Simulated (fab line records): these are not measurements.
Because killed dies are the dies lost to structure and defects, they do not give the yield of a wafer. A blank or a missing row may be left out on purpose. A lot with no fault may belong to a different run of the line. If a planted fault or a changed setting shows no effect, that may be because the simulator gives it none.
fab line records -- flow sky130
record lots=6, wafers=18, lastDay=50
route steps=708 shown SD_N@344 SD_P@359 RES_XHIGH@360 SALICIDE@361 PAD_OPEN@708
lots that met no fault: taken from a fault-free run of the same line
startH: hours from the record's first day to the start of the lot's first wafer shown -- waitH: hours from the lot's prior step to this one -- " repeats the value in the row above -- L1.1+2: several wafers, shown together as one row -- - value missing, or start not given -- * or withheld: withheld -- < > ~ a bound
route shown NAME@n: names a module that has steps shown in the file, with the first one's number in the route -- usual: mean/standard deviation of fault-free wafers -- same: alike in all rows -- chamber/n: place in a boat -- sites: per-site readings -- _std_site: how widely they spread, as a standard deviation -- _edge_site: outer sites' mean less inner sites' -- radiusMm: for every site, how far away it sits from the centre of the wafer -- mask NAME#n: copy n -- behind: the tool/chamber that last shaped the wafer -- hold: why the lot was held/for how many hours/how that ended -- device: the transistor (n, p or np) that didn't switch -- end of line: the tests these same wafers got at the end of their route -- a step with no rows: only its recipe -- killed: at the first sort, the dies lost to defects and structure; wafer yield is something else -- map: shows each die of a wafer: x if killed, . if not, _ if none is there
set.NAME: setting as actually run; set.NAME@STEP: the setting as run at that earlier step -- model.NAME: the simulator's own value behind a step, which no gauge read
certain route steps with their lots: each step a table, each wafer a row
services: from which hour (startH, from the record's first day; less than 0 if before it) a tool's chamber was out of use, for how many hours, and why
## steps
# step SKY_SD_N_COAT_02
# recipe resist=NOVOLAK, spinRpm=3000, resistThkNm=1140
# step SKY_SD_N_SOFTBAKE_03
# recipe tempC=90, timeS=60, resist=NOVOLAK
# step SKY_SD_N_EXPOSE_04
# recipe maskId=NSDM, na=0.6, sourceShape=conventional, sigmaOuter=0.6, polarization=unpolarized, targetCdNm=380, doseMj=144.1
# step SKY_SD_N_PEB_05
# recipe tempC=withheld, timeS=*, resist=NOVOLAK
# step SKY_SD_N_DEVELOP_06
# recipe resist=NOVOLAK, developer=TMAH, developTimeS=60, devTempC=23
# step SKY_SD_N_CD_MEAS_07
# recipe targetCdNm=380
# usual cdNm=380/3.1
lot.wafer,tool,chamber,startH,waitH,cdNm
L636.2,cdSem-02,-,659.37,0.1,374
L636.3,cdSem-02,-,659.37,0.1,375
L636.4,cdSem-02,-,659.37,0.1,373
L642.4,cdSem-01,-,727.26,0.1,378
L642.5,cdSem-01,-,727.26,0.1,380
L642.6,cdSem-01,-,727.26,0.1,379
L648.1,cdSem-02,-,749.15,0.1,382
L648.4,cdSem-02,-,749.15,0.1,384
L648.5,cdSem-02,-,749.15,0.1,383
L647.1,cdSem-02,-,749.45,0.1,376
L647.4,cdSem-02,-,749.45,0.1,373
L647.5,cdSem-02,-,749.45,0.1,376
L650.1,cdSem-01,-,771.05,0.1,386
L650.4,cdSem-01,-,771.05,0.1,385
L650.6,cdSem-01,-,771.05,0.1,385
L653.3,cdSem-02,-,822.54,0.1,381
L653.5,cdSem-02,-,822.54,0.1,380
L653.6,cdSem-02,-,822.54,0.1,380
# step SKY_SD_N_OVL_MEAS_08
# usual SD_N_OVL=-0.3/1.2
lot.wafer,tool,chamber,startH,waitH,SD_N_OVL[nm]
L636.2,overlay-01,-,659.48,0.1,-3.3
L636.3,overlay-01,-,659.48,0.1,-1.8
L636.4,overlay-01,-,659.48,0.1,-2.5
L642.4,overlay-01,-,727.34,0.1,-2.0
L642.5,overlay-01,-,727.34,0.1,-1.5
L642.6,overlay-01,-,727.34,0.1,0.5
L648.1,overlay-01,-,749.27,0.1,-0.7
L648.4,overlay-01,-,749.27,0.1,-0.9
L648.5,overlay-01,-,749.27,0.1,0.7
L647.1,overlay-01,-,749.57,0.1,-1.9
L647.4,overlay-01,-,749.57,0.1,-2.6
L647.5,overlay-01,-,749.57,0.1,-1.5
L650.1,overlay-02,-,771.17,0.1,1.2
L650.4,overlay-02,-,771.17,0.1,0.9
L650.6,overlay-02,-,771.17,0.1,0.7
L653.3,overlay-01,-,822.64,0.1,-0.3
L653.5,overlay-01,-,822.64,0.1,-1.2
L653.6,overlay-01,-,822.64,0.1,-0.2
# step SKY_SD_N_IMPLANT_09
# recipe species=As, energyKev=50, doseCm2=4e+15, tiltDeg=0
# step SKY_SD_N_IMPLANT_10
# recipe species=P, energyKev=20, doseCm2=1e+14, tiltDeg=0
# step SKY_SD_N_STRIP_11
# recipe chemistry=O2/N2, powerW=1400, pressureMtorr=1500, platenTempC=withheld, o2FlowSccm=3000, n2FlowSccm=300, overashFraction=0.5
# usual drypumpMotorCurrentA=5.5/0.41, oesProductAu=0.526/0.0042, stripTimeToEndpointS=22.54/0.045
lot.wafer,tool,chamber,startH,waitH,drypumpMotorCurrentA,oesProductAu,rfHoursCounterH,stripTimeToEndpointS
L636.2,plasmaAsher-03,0,659.81,0.1,5.7,0.526,96,22.47
L636.3,plasmaAsher-03,1,659.81,0.1,5.2,0.527,-,22.55
L636.4,plasmaAsher-03,0,659.81,0.1,5.7,0.524,-,22.50
L642.4,plasmaAsher-01,0,727.69,0.1,5.6,0.528,-,22.56
L642.5,plasmaAsher-01,0,727.69,0.1,5.6,0.524,-,22.52
L642.6,plasmaAsher-01,1,727.69,0.1,4.9,0.536,-,22.56
L648.1,plasmaAsher-01,1,749.61,0.1,4.9,0.524,97,22.53
L648.4,plasmaAsher-01,1,749.61,0.1,4.9,0.524,-,22.49
L648.5,plasmaAsher-01,1,749.61,0.1,4.9,0.533,-,22.51
L647.1,plasmaAsher-04,0,749.91,0.1,5.8,0.533,32,22.56
L647.4,plasmaAsher-04,1,749.91,0.1,6.1,0.525,-,22.58
L647.5,plasmaAsher-04,1,749.91,0.1,6.1,0.528,-,22.59
L650.1,plasmaAsher-03,0,771.50,0.1,5.7,0.520,3,22.52
L650.4,plasmaAsher-03,0,771.50,0.1,5.7,0.523,-,22.56
L650.6,plasmaAsher-03,1,771.50,0.1,5.2,0.522,-,22.54
L653.3,plasmaAsher-01,0,822.99,0.1,5.6,0.529,-,22.46
L653.5,plasmaAsher-01,0,822.99,0.1,5.6,0.529,-,22.47
L653.6,plasmaAsher-01,1,822.99,0.1,4.9,0.527,-,22.50
# step SKY_SD_N_TW_MEAS_12
# usual SD_N_TW=3959/19
lot.wafer,tool,chamber,startH,waitH,SD_N_TW
L636.2,filmMetro-01,-,659.92,0.1,3951
L636.3,filmMetro-01,-,659.92,0.1,3963
L636.4,filmMetro-01,-,659.92,0.1,3945
L642.4,filmMetro-02,-,727.78,0.1,3960
L642.5,filmMetro-02,-,727.78,0.1,3941
L642.6,filmMetro-02,-,727.78,0.1,3930
L648.1,filmMetro-01,-,749.71,0.1,3938
L648.4,filmMetro-01,-,749.71,0.1,3942
L648.5,filmMetro-01,-,749.71,0.1,3940
L647.1,filmMetro-03,-,750.01,0.1,3961
L647.4,filmMetro-03,-,750.01,0.1,3984
L647.5,filmMetro-03,-,750.01,0.1,3973
L650.1,filmMetro-01,-,771.60,0.1,3999
L650.4,filmMetro-01,-,771.60,0.1,3989
L650.6,filmMetro-01,-,771.60,0.1,3985
L653.3,filmMetro-03,-,823.08,0.1,3992
L653.5,filmMetro-03,-,823.08,0.1,3963
L653.6,filmMetro-03,-,823.08,0.1,3976
# step SKY_SD_N_CLEAN_13
# recipe chemistry=SC1/SC2, mix=1:4:20, tempC=70, timeS=150, dry=n2Spin
# step SKY_SD_N_RTA_14
# recipe tempC=1075, timeS=2, idleTempC=650, rampUpCPerS=150, rampDownCPerS=90, ambient=N2
# usual lampPowerPct=15.74/0.051, wafer_temp_C_max=1078.2/1.6
lot.wafer,tool,chamber,startH,waitH,lampPowerPct,wafer_temp_C_max
L636.2,rtpAnneal-02,0,660.05,0.0,15.73,1079.8
L636.3,rtpAnneal-02,0,660.05,0.0,15.75,1079.6
L636.4,rtpAnneal-02,0,660.05,0.0,15.76,1080.3
L642.4,rtpAnneal-02,0,727.89,0.0,15.77,1076.0
L642.5,rtpAnneal-02,0,727.89,0.0,15.74,1078.9
L642.6,rtpAnneal-02,0,727.89,0.0,15.73,1078.3
L648.1,rtpAnneal-01,0,749.82,0.0,15.83,1077.9
L648.4,rtpAnneal-01,0,749.82,0.0,15.74,1078.2
L648.5,rtpAnneal-01,0,749.82,0.0,15.78,1079.1
L647.1,rtpAnneal-02,0,750.12,0.0,16.93,1128.6
L647.4,rtpAnneal-02,0,750.12,0.0,16.89,1128.5
L647.5,rtpAnneal-02,0,750.12,0.0,16.96,1128.6
L650.1,rtpAnneal-02,0,771.71,0.0,16.87,1129.9
L650.4,rtpAnneal-02,0,771.71,0.0,16.89,1130.5
L650.6,rtpAnneal-02,0,771.71,0.0,16.86,1130.1
L653.3,rtpAnneal-01,0,823.19,0.0,15.70,1079.9
L653.5,rtpAnneal-01,0,823.19,0.0,15.70,1077.9
L653.6,rtpAnneal-01,0,823.19,0.0,15.73,1077.7
# step SKY_SD_N_RS_MEAS_16
# recipe thkMeasGauge=four-point-probe
# usual SD_N_RS=68.62/0.12
lot.wafer,tool,chamber,startH,waitH,SD_N_RS[ohm/sq]
L636.2,filmMetro-02,-,660.23,0.1,68.52
L636.3,filmMetro-02,-,660.23,0.1,68.66
L636.4,filmMetro-02,-,660.23,0.1,68.68
L642.4,filmMetro-03,-,728.10,0.1,68.72
L642.5,filmMetro-03,-,728.10,0.1,68.51
L642.6,filmMetro-03,-,728.10,0.1,68.58
L648.1,filmMetro-02,-,749.99,0.1,68.69
L648.4,filmMetro-02,-,749.99,0.1,68.57
L648.5,filmMetro-02,-,749.99,0.1,68.62
L647.1,filmMetro-01,-,750.29,0.1,59.27
L647.4,filmMetro-01,-,750.29,0.1,59.14
L647.5,filmMetro-01,-,750.29,0.1,59.00
L650.1,filmMetro-03,-,771.89,0.1,59.19
L650.4,filmMetro-03,-,771.89,0.1,59.08
L650.6,filmMetro-03,-,771.89,0.1,59.05
L653.3,filmMetro-02,-,823.38,0.1,68.98
L653.5,filmMetro-02,-,823.38,0.1,68.72
L653.6,filmMetro-02,-,823.38,0.1,68.69
# step SKY_SD_N_RS_MEAS_17
# recipe thkMeasGauge=four-point-probe
# usual SD_P_RS=147.3/0.39
lot.wafer,tool,chamber,startH,waitH,SD_P_RS[ohm/sq]
L636.2,filmMetro-02,-,660.35,0.1,147.4
L636.3,filmMetro-02,-,660.35,0.1,146.9
L636.4,filmMetro-02,-,660.35,0.1,147.4
L642.4,filmMetro-03,-,728.22,0.1,147.3
L642.5,filmMetro-03,-,728.22,0.1,146.9
L642.6,filmMetro-03,-,728.22,0.1,147.1
L648.1,filmMetro-02,-,750.11,0.1,147.2
L648.4,filmMetro-02,-,750.11,0.1,147.1
L648.5,filmMetro-02,-,750.11,0.1,147.3
L647.1,filmMetro-01,-,750.41,0.1,101.9
L647.4,filmMetro-01,-,750.41,0.1,101.6
L647.5,filmMetro-01,-,750.41,0.1,101.5
L650.1,filmMetro-03,-,772.01,0.1,101.1
L650.4,filmMetro-03,-,772.01,0.1,101.3
L650.6,filmMetro-03,-,772.01,0.1,101.1
L653.3,filmMetro-02,-,823.50,0.1,148.3
L653.5,filmMetro-02,-,823.50,0.1,147.9
L653.6,filmMetro-02,-,823.50,0.1,147.8
# step SKY_SD_N_RS_MEAS_18
# recipe thkMeasGauge=four-point-probe
# usual RES_XHIGH_RS=333.4/1
lot.wafer,tool,chamber,startH,waitH,RES_XHIGH_RS[ohm/sq]
L636.2,filmMetro-02,-,660.47,0.1,333.0
L636.3,filmMetro-02,-,660.47,0.1,333.0
L636.4,filmMetro-02,-,660.47,0.1,333.6
L642.4,filmMetro-03,-,728.34,0.1,331.5
L642.5,filmMetro-03,-,728.34,0.1,333.7
L642.6,filmMetro-03,-,728.34,0.1,332.2
L648.1,filmMetro-02,-,750.23,0.1,333.8
L648.4,filmMetro-02,-,750.23,0.1,334.5
L648.5,filmMetro-02,-,750.23,0.1,334.0
L647.1,filmMetro-01,-,750.53,0.1,329.2
L647.4,filmMetro-01,-,750.53,0.1,329.0
L647.5,filmMetro-01,-,750.53,0.1,327.9
L650.1,filmMetro-03,-,772.13,0.1,329.2
L650.4,filmMetro-03,-,772.13,0.1,327.6
L650.6,filmMetro-03,-,772.13,0.1,325.9
L653.3,filmMetro-02,-,823.62,0.1,331.6
L653.5,filmMetro-02,-,823.62,0.1,332.1
L653.6,filmMetro-02,-,823.62,0.1,332.2
# step SKY_SALICIDE_CLEAN_00
# recipe chemistry=HF-last, timeS=30, dilution=100:1, dry=ipaMarangoni
# step SKY_PAD_OPEN_PROBE_99
# usual killed_at_M0_to_M3=44/7.1, killed_at_M4_up=3.1/1.8, killedAtContacts=24/5.3, killedAtFrontEnd=15/4.5, killedAtOther=0.2/0.42, killedDies=86/9.6, killedOpen=46/6.9, killedShort=40/6.4
# same grossDies=492, killedAtBackSide=0
lot.wafer,tool,chamber,startH,waitH,killed_at_M0_to_M3,killed_at_M4_up,killedAtContacts,killedAtFrontEnd,killedAtOther,killedDies,killedOpen,killedShort,model.etest.resXhighPo.lineOhmUm,model.etest.resXhighPo.rsOhmSq,model.etest.pfet_01v8.rOnOhmUm,model.etest.resPdiff.lineOhmUm,model.etest.pfetG5v0d10v5.rOnOhmUm,model.etest.resHighPo.lineOhmUm,model.etest.liconHighPo.rcOhm,model.etest.resNdiff.lineOhmUm
L636.2,prober-01,-,1083.29,0.1,47,4,28,21,0,100,59,41,5820,2041,2896,1384,4792,740,358.2,777.6
L636.3,prober-01,-,1083.34,0.2,46,2,34,8,0,90,61,29,5533,1963,2869,1343,4742,716.5,353.9,740.1
L636.4,prober-01,-,1083.39,0.2,41,7,27,14,0,89,44,45,5803,1980,2894,1404,4825,748.7,356.4,784
L642.4,prober-02,-,1136.35,0.2,43,6,20,26,0,95,46,49,5566,1965,2996,1353,4730,745.8,356.6,772.6
L642.5,prober-02,-,1136.40,0.2,42,2,24,25,0,93,50,43,5492,1968,3029,1438,4788,730,351.2,804.7
L642.6,prober-02,-,1136.45,0.2,44,1,23,12,0,80,42,38,5631,1949,2957,1381,4766,745.4,356.3,766.4
L648.1,prober-02,-,1146.93,0.1,32,4,33,13,0,82,41,41,5669,2001,2981,1340,4816,746.7,361.4,761.5
L648.4,prober-02,-,1147.08,0.2,42,3,19,14,0,78,42,36,5554,1957,3031,1367,4905,731.4,346.4,787.6
L648.5,prober-02,-,1147.13,0.2,36,3,22,12,0,73,40,33,5734,2006,2961,1367,4800,746.6,342.4,770.4
L647.1,prober-01,-,1148.83,0.1,45,2,21,14,1,83,44,39,3837,1373,2415,997.5,4570,558.4,217.2,662.4
L647.4,prober-01,-,1148.98,0.2,42,3,16,18,0,79,43,36,3822,1353,2376,1007,4577,552,208.4,667
L647.5,prober-01,-,1149.03,0.2,33,1,17,15,1,67,35,32,3799,1333,2374,997,4565,547.9,204.2,665
L650.1,prober-01,-,1161.47,0.1,61,2,28,12,1,104,58,46,-,-,-,-,-,-,-,-
L650.4,prober-01,-,1161.62,0.2,41,1,31,14,0,87,53,34,-,-,-,-,-,-,-,-
L650.6,prober-01,-,1161.72,0.2,44,3,26,19,0,92,42,50,-,-,-,-,-,-,-,-
L653.3,prober-01,-,1198.43,0.2,41,3,17,16,0,77,32,45,5795,2028,2907,1396,4826,746.5,376,768.5
L653.5,prober-01,-,1198.53,0.2,57,1,30,19,0,107,66,41,5574,1962,2984,1385,4875,734.6,355.5,764.8
L653.6,prober-01,-,1198.58,0.2,48,1,25,13,0,87,46,41,5596,1929,2905,1384,4758,745.6,350.3,762.6
# killed by level:class
L636.2 VIA1:geometricParticle:open=15 CONTACT:geometricParticle:open=12 POLY_GATE:geometricParticle:open=7 VIA2:geometricParticle:open=7 FIELD_ISO:geometricParticle:open=5 CONTACT:geometricParticle:short=5 VIA2:geometricParticle:short=5 VIA1:geometricParticle:short=5
L636.3 VIA1:geometricParticle:open=19 CONTACT:geometricParticle:open=16 LI_CONTACT:geometricParticle:open=7 CONTACT:geometricParticle:short=6 VIA1:geometricParticle:short=5 VIA2:geometricParticle:open=5 VIA3:geometricParticle:open=5 LOCAL_INTERCONNECT:geometricParticle:short=4
L636.4 CONTACT:geometricParticle:open=10 VIA1:geometricParticle:open=10 LI_CONTACT:geometricParticle:open=9 POLY_GATE:geometricParticle:short=6 METAL1:geometricParticle:short=6 METAL2:geometricParticle:short=6 METAL4:geometricParticle:short=5 FIELD_ISO:geometricParticle:short=4
L642.4 VIA2:geometricParticle:open=10 POLY_GATE:geometricParticle:short=8 CONTACT:geometricParticle:open=7 METAL2:geometricParticle:short=7 FIELD_ISO:geometricParticle:open=6 VIA3:geometricParticle:open=6 FIELD_ISO:geometricParticle:short=5 LI_CONTACT:geometricParticle:open=5
L642.5 VIA2:geometricParticle:open=8 VIA3:geometricParticle:open=8 POLY_GATE:geometricParticle:open=7 VIA2:geometricParticle:short=6 POLY_GATE:geometricParticle:short=6 LI_CONTACT:geometricParticle:open=6 VIA1:geometricParticle:open=5 LI_CONTACT:geometricParticle:short=5
L642.6 CONTACT:geometricParticle:open=10 METAL2:geometricParticle:short=9 VIA3:geometricParticle:open=8 VIA1:geometricParticle:open=6 FIELD_ISO:geometricParticle:open=4 VIA2:geometricParticle:short=4 CONTACT:geometricParticle:short=4 VIA3:geometricParticle:short=4
L648.1 CONTACT:geometricParticle:open=12 CONTACT:geometricParticle:short=9 VIA1:geometricParticle:open=7 METAL2:geometricParticle:short=6 LI_CONTACT:geometricParticle:open=6 POLY_GATE:geometricParticle:open=4 LOCAL_INTERCONNECT:geometricParticle:short=4 METAL1:geometricParticle:short=4
L648.4 VIA2:geometricParticle:open=10 VIA1:geometricParticle:open=9 FIELD_ISO:geometricParticle:short=7 CONTACT:geometricParticle:open=7 VIA1:geometricParticle:short=6 VIA3:geometricParticle:short=4 CONTACT:geometricParticle:short=4 METAL2:geometricParticle:short=4
L648.5 METAL2:geometricParticle:short=8 CONTACT:geometricParticle:open=8 VIA1:geometricParticle:open=7 FIELD_ISO:geometricParticle:open=5 LI_CONTACT:geometricParticle:open=5 CONTACT:geometricParticle:short=5 VIA3:geometricParticle:open=5 VIA2:geometricParticle:open=4
L647.1 CONTACT:geometricParticle:open=9 VIA1:geometricParticle:open=9 VIA1:geometricParticle:short=8 LI_CONTACT:geometricParticle:open=6 METAL2:geometricParticle:short=6 FIELD_ISO:geometricParticle:open=4 POLY_GATE:geometricParticle:open=4 METAL1:geometricParticle:short=4
L647.4 VIA1:geometricParticle:open=9 FIELD_ISO:geometricParticle:open=6 LI_CONTACT:geometricParticle:open=6 CONTACT:geometricParticle:open=5 VIA1:geometricParticle:short=5 VIA3:geometricParticle:open=5 FIELD_ISO:geometricParticle:short=4 METAL1:geometricParticle:short=4
L647.5 VIA1:geometricParticle:open=7 CONTACT:geometricParticle:open=6 LI_CONTACT:geometricParticle:open=6 POLY_GATE:geometricParticle:short=5 VIA1:geometricParticle:short=5 VIA2:geometricParticle:open=4 VIA3:geometricParticle:open=4 FIELD_ISO:geometricParticle:open=3
L650.1 VIA1:geometricParticle:open=17 CONTACT:geometricParticle:open=10 VIA1:geometricParticle:short=9 LI_CONTACT:geometricParticle:open=8 CONTACT:geometricParticle:short=7 METAL2:geometricParticle:short=7 VIA3:geometricParticle:open=7 VIA2:geometricParticle:open=6
L650.4 LI_CONTACT:geometricParticle:open=11 CONTACT:geometricParticle:open=11 VIA1:geometricParticle:open=8 FIELD_ISO:geometricParticle:short=6 VIA3:geometricParticle:open=6 VIA2:geometricParticle:open=6 METAL1:geometricParticle:short=5 VIA1:geometricParticle:short=5
L650.6 CONTACT:geometricParticle:short=10 VIA1:geometricParticle:short=8 VIA2:geometricParticle:open=8 CONTACT:geometricParticle:open=7 METAL1:geometricParticle:short=7 VIA1:geometricParticle:open=7 FIELD_ISO:geometricParticle:short=5 LI_CONTACT:geometricParticle:open=5
L653.3 VIA1:geometricParticle:open=8 METAL1:geometricParticle:short=7 METAL2:geometricParticle:short=7 LI_CONTACT:geometricParticle:open=6 FIELD_ISO:geometricParticle:open=5 VIA3:geometricParticle:open=5 CONTACT:geometricParticle:open=5 VIA1:geometricParticle:short=5
L653.5 VIA1:geometricParticle:open=19 VIA3:geometricParticle:open=11 LI_CONTACT:geometricParticle:open=11 CONTACT:geometricParticle:open=11 METAL1:geometricParticle:short=8 POLY_GATE:geometricParticle:short=6 VIA2:geometricParticle:open=6 VIA1:geometricParticle:short=5
L653.6 VIA1:geometricParticle:open=11 LI_CONTACT:geometricParticle:open=8 VIA2:geometricParticle:open=8 METAL1:geometricParticle:short=7 LI_CONTACT:geometricParticle:short=5 CONTACT:geometricParticle:open=5 VIA3:geometricParticle:short=5 METAL2:geometricParticle:short=4
## services
tool,chamber,startH,hours,kind
plasmaAsher-03,-,733.75,9.0,pm
plasmaAsher-03,0,733.75,9.0,ventCycle
plasmaAsher-03,1,733.75,9.0,ventCycle
plasmaAsher-03,0,742.75,-,clean
plasmaAsher-03,1,742.75,-,clean
plasmaAsher-01,-,751.68,2.3,repair
## key
firstSign step=SKY_SD_N_RTA_14, reading=wafer_temp_C_max, direction=up, sigmas=32, usual=*, struck=*
effect step=SKY_SD_N_RTA_14, reading=lampPowerPct, direction=up, sigmas=23, usual=15.74, struck=16.90
effect step=SKY_SD_N_RS_MEAS_16, reading=SD_N_RS, direction=down, sigmas=82, usual=68.62, struck=59.12
effect step=SKY_SD_N_RS_MEAS_17, reading=SD_P_RS, direction=down, sigmas=99+, usual=147.3, struck=101.4
effect step=SKY_SD_N_RS_MEAS_18, reading=RES_XHIGH_RS, direction=down, sigmas=5.2, usual=333.4, struck=328.1
modelEffect step=SKY_PAD_OPEN_PROBE_99, value=etest.resXhighPo.lineOhmUm, without=5650, struck=3820
metAt SKY_SD_N_RTA_14
struckWafers L647.1,L647.4,L647.5,L650.1,L650.4,L650.6
testerLeftOut L647,L650
onsetBetween 727.89 750.12
fault kind=processParameterDrift, tool=rtpAnneal-02, chamber=-, onsetH=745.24, steps=SKY_SD_N_RTA_14, channel=tempC, offset=*, shape=step, endH=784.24, actsIn=*, stated=*
# testerLeftOut: of these lots the tester's yield and bins aren't shown, on N5 and GAA mostly nor the transistor test; their killed dies are dies lost to structure and defects alone, not to doping, threshold or leakage, so they don't give the yield
